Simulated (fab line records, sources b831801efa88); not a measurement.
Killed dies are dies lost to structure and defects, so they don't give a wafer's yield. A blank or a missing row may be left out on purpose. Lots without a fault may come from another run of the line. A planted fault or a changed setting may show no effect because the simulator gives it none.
Which tool did it? | flow sky130 | 6 lots, 17 wafers sampled, at 1 step of a route of 708

WHAT THE GAUGES READ, wafer by wafer
SKY_VT_ADJUST_LVTN_TW_MEAS_10.
lot  | measured     | on            | VT_ADJUST_LVTN_TW
L596 | day 7 01:31  | film_metro-03 | 241.1 240.1 239.2
L598 | day 7 20:22  | film_metro-02 | 238.7 238.4 238.2
L602 | day 8 19:28  | film_metro-03 | 241.5 241.7
L611 | day 11 09:32 | film_metro-02 | 240.6 239.0 240.6
L616 | day 12 15:20 | film_metro-02 | 241.0 240.9 240.7
L618 | day 13 04:08 | film_metro-02 | 239.6 239.7 239.3

WHICH TOOL RAN EACH LOT (tool, then ch and the chambers of the sampled wafers, then the start)
The record holds no process step before these readings.

THE ANSWER, worked out from the rows above alone
Rule: what is usual is taken from the lots themselves. Put in order of their means at a reading, lots are off if they are a third of the lots or fewer, leave a main group of 4 or more, and stand apart from it by a gap of 3 or more times the standard deviation of the main group's means; of several such gaps the widest counts. A main group whose means are all the same, to the digits that the tables above print for the reading, isn't used. A lot without any number at a reading at which 4 lots or more have one is off too. The other lots that the step has rows for count as sound.
No lot is off at any reading shown: from this, nothing can be told.

WHAT THE SIMULATOR HAD PUT IN
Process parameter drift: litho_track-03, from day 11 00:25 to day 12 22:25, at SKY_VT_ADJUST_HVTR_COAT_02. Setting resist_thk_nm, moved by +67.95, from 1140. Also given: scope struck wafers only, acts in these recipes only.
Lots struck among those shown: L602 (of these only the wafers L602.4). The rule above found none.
